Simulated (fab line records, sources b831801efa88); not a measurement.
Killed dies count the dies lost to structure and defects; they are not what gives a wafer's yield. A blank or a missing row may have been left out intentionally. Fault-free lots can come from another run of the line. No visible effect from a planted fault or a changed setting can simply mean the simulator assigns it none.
Which tool did it? + flow sky130 + Sampling: 12 lots, 35 wafers, 5 of 708 route steps

== WHAT THE GAUGES SHOWED, per wafer ==
SKY_FIELD_ISO_CD_MEAS_13: the cd target is 150 nm. Usual: cd-nm at 149.7 nm, with a standard deviation of 1.6.
| lot  | measured    | on        | cd-nm (nm)        | flag |
|------|-------------|-----------|-------------------|------|
| L666 | day 2 03:07 | cd-sem-02 | 152.0 151.0 150.9 |      |
| L668 | day 2 16:36 | cd-sem-02 | 149.5 149.7 150.1 |      |
| L669 | day 2 22:38 | cd-sem-02 | 153.3 152.6 152.8 |      |
| L670 | day 3 17:11 | cd-sem-02 | 149.0 148.6 149.9 |      |
| L672 | day 3 17:31 | cd-sem-02 | 150.4 150.8 150.1 |      |
| L673 | day 3 23:18 | cd-sem-02 | 148.7 148.5 147.1 |      |
| L674 | day 3 23:25 | cd-sem-02 | 151.5 149.1 149.2 |      |
| L676 | day 4 07:55 | cd-sem-02 | 149.9 150.8 150.0 |      |
| L678 | day 4 21:35 | cd-sem-02 | 151.5 151.4 150.2 |      |
| L686 | day 6 13:55 | cd-sem-02 | 147.2 147.8       |      |
| L688 | day 6 23:58 | cd-sem-02 | 148.8 148.4 149.1 |      |
| L689 | day 7 07:10 | cd-sem-02 | 148.8 149.8 149.4 |      |

SKY_VT_ADJUST_PCH_OVL_MEAS_07. Usual: VT_ADJUST_PCH_OVL typically reads -0.9 nm, with standard deviation 1.3.
| lot  | measured     | on         | VT_ADJUST_PCH_OVL (nm) | flag |
|------|--------------|------------|------------------------|------|
| L666 | day 10 07:52 | overlay-01 | -2.3 -1.2 -2.2         |      |
| L668 | day 11 07:01 | overlay-01 | -0.7 -0.4 0.1          |      |
| L669 | day 11 15:52 | overlay-02 | 1.2 0.3 0.0            |      |
| L670 | day 12 17:08 | overlay-01 | -1.7 -1.7 -1.4         |      |
| L672 | day 12 18:28 | overlay-01 | -1.0 0.5 -0.5          |      |
| L673 | day 13 05:35 | overlay-01 | -1.9 -2.3 -2.0         |      |
| L674 | day 13 05:43 | overlay-01 | -0.2 -1.8 0.4          |      |
| L676 | day 13 14:16 | overlay-01 | -0.3 -0.7 -1.5         |      |
| L678 | day 14 11:04 | overlay-02 | 0.6 -0.4 -1.4          |      |
| L686 | day 17 01:43 | overlay-01 | -2.2 -1.5              |      |
| L688 | day 17 15:10 | overlay-02 | 0.8 2.3 2.0            |      |
| L689 | day 17 23:43 | overlay-02 | -0.5 -0.2 0.7          |      |

SKY_LI_CONTACT_THK_MEAS_01. Usual: LI_CONTACT_HDPCVD_THK typically reads 932 nm, with standard deviation 9.6.
| lot  | measured     | on            | LI_CONTACT_HDPCVD_THK (nm) | flag |
|------|--------------|---------------|----------------------------|------|
| L666 | day 27 20:52 | film-metro-02 | 933 935 935                |      |
| L668 | day 29 01:22 | film-metro-03 | 925 935 925                |      |
| L669 | day 29 07:57 | film-metro-03 | 929 931 917                |      |
| L670 | day 30 11:15 | film-metro-03 | 943 931 929                |      |
| L672 | day 30 15:05 | film-metro-03 | 923 935 928                |      |
| L673 | day 31 07:18 | film-metro-01 | 939 942 933                |      |
| L674 | day 31 02:59 | film-metro-01 | 937 943 935                |      |
| L676 | day 31 09:49 | film-metro-03 | 946 936 946                |      |
| L678 | day 32 07:38 | film-metro-02 | 923 927 933                |      |
| L686 | day 34 19:02 | film-metro-01 | 1056 914                   | OFF  |
| L688 | day 35 10:49 | film-metro-01 | 944 937 939                |      |
| L689 | day 35 12:52 | film-metro-01 | 925 929 930                |      |

== WHAT TOOL EACH LOT RAN ON (gives the tool, then ch and the chambers of the sampled wafers, and finally the start) ==
| lot  | SKY_DNWELL_STRIP_08                 | SKY_LI_CONTACT_HDPCVD_00         |
|------|-------------------------------------|----------------------------------|
| L666 | plasma-asher-04 ch 0,1, day 3 01:53 | hdpcvd-02 ch 0,1, day 27 20:42   |
| L668 | plasma-asher-03 ch 0,1, day 3 16:39 | hdpcvd-01 ch 0,1,2, day 29 01:16 |
| L669 | plasma-asher-04 ch 0,1, day 3 22:44 | hdpcvd-01 ch 0,1,2, day 29 07:50 |
| L670 | plasma-asher-01 ch 1, day 4 17:59   | hdpcvd-02 ch 0,2, day 30 11:08   |
| L672 | plasma-asher-04 ch 0,1, day 4 18:13 | hdpcvd-02 ch 1,2, day 30 14:59   |
| L673 | plasma-asher-04 ch 0, day 4 23:48   | hdpcvd-01 ch 0,1, day 31 07:11   |
| L674 | plasma-asher-01 ch 0, day 5 00:09   | hdpcvd-01 ch 0,1, day 31 02:52   |
| L676 | plasma-asher-04 ch 0,1, day 5 07:37 | hdpcvd-01 ch 0,2, day 31 09:42   |
| L678 | plasma-asher-01 ch 0,1, day 5 23:01 | hdpcvd-02 ch 0,1,2, day 32 07:31 |
| L686 | plasma-asher-01 ch 0, day 7 17:14   | hdpcvd-02 ch 1,2, day 34 18:55   |
| L688 | plasma-asher-04 ch 0,1, day 8 04:21 | hdpcvd-01 ch 0,1, day 35 10:43   |
| L689 | plasma-asher-04 ch 0,1, day 8 11:42 | hdpcvd-01 ch 0,2, day 35 12:44   |
- SKY_DNWELL_STRIP_08: strips in O2/N2.
- SKY_LI_CONTACT_HDPCVD_00: deposits PSG, target thk 930 nm, time 155 s.

== AS READ BY THE TOOLS THEMSELVES (means over the sampled wafers that have a number; for cases with no such wafer, the mark the record gives instead) ==
SKY_DNWELL_STRIP_08. Usual: drypump-motor-current-A 5.5 A, standard deviation 0.44; oes-product-au 0.722 a.u., standard deviation 0.0041; strip-time-to-endpoint-s 36.91 s, standard deviation 0.096.
| lot  | tool            | drypump-motor-current-A (A) | oes-product-au (a.u.) | strip-time-to-endpoint-s (s) | flag |
|------|-----------------|-----------------------------|-----------------------|------------------------------|------|
| L666 | plasma-asher-04 | 5.3                         | 0.724                 | 36.90                        |      |
| L668 | plasma-asher-03 | 5.2                         | 0.723                 | 37.01                        |      |
| L669 | plasma-asher-04 | 5.3                         | 0.721                 | 36.98                        |      |
| L670 | plasma-asher-01 | 5.0                         | 0.718                 | 36.95                        |      |
| L672 | plasma-asher-04 | 5.3                         | 0.718                 | 36.84                        |      |
| L673 | plasma-asher-04 | 5.1                         | 0.724                 | 36.94                        |      |
| L674 | plasma-asher-01 | 6.1                         | 0.721                 | 36.78                        |      |
| L676 | plasma-asher-04 | 5.4                         | 0.722                 | 36.98                        |      |
| L678 | plasma-asher-01 | 5.4                         | 0.723                 | 36.90                        |      |
| L686 | plasma-asher-01 | 6.1                         | 0.718                 | 36.92                        |      |
| L688 | plasma-asher-04 | 5.6                         | 0.722                 | 37.00                        |      |
| L689 | plasma-asher-04 | 5.3                         | 0.725                 | 36.80                        |      |

SKY_LI_CONTACT_HDPCVD_00. Usual: run-length-s at 182.7 s, with a standard deviation of 0.43.
| lot  | tool      | run-length-s (s) | flag |
|------|-----------|------------------|------|
| L666 | hdpcvd-02 | 182.4            |      |
| L668 | hdpcvd-01 | 182.6            |      |
| L669 | hdpcvd-01 | 182.8            |      |
| L670 | hdpcvd-02 | 182.9            |      |
| L672 | hdpcvd-02 | 182.9            |      |
| L673 | hdpcvd-01 | 182.3            |      |
| L674 | hdpcvd-01 | 182.8            |      |
| L676 | hdpcvd-01 | 182.7            |      |
| L678 | hdpcvd-02 | 182.8            |      |
| L686 | hdpcvd-02 | 194.3            | OFF  |
| L688 | hdpcvd-01 | 182.9            |      |
| L689 | hdpcvd-01 | 182.8            |      |

== THE ANSWER, worked out from the rows above alone ==
Rule: lot off if the mean of its wafers having a number is beyond 3 standard deviations from the usual mean. Also off: a lot with no number at a reading for which 4 or more lots have one. Where the step has rows for the other lots, those lots are counted as sound. First the gauges in route order, then the tools' own readings, where a lot's mean is used as printed above. At the first step where some lot is off, the reading lying furthest off is the one used; lots without a number count as furthest.
Off: at SKY_LI_CONTACT_THK_MEAS_01 (LI_CONTACT_HDPCVD_THK), L686.
A tool fits if, at a process step before that reading, it ran every lot that is off, and no sound lot after the first of them. The gauges at SKY_LI_CONTACT_THK_MEAS_01 aren't tried: what is off there is off at SKY_LI_CONTACT_HDPCVD_00 too, on other tools, and a gauge's error can't cause that. This does not decide it: 2 tools fit, namely plasma-asher-01 at SKY_DNWELL_STRIP_08 and hdpcvd-02 at SKY_LI_CONTACT_HDPCVD_00.

== WHAT THE SIMULATOR PUT IN ==
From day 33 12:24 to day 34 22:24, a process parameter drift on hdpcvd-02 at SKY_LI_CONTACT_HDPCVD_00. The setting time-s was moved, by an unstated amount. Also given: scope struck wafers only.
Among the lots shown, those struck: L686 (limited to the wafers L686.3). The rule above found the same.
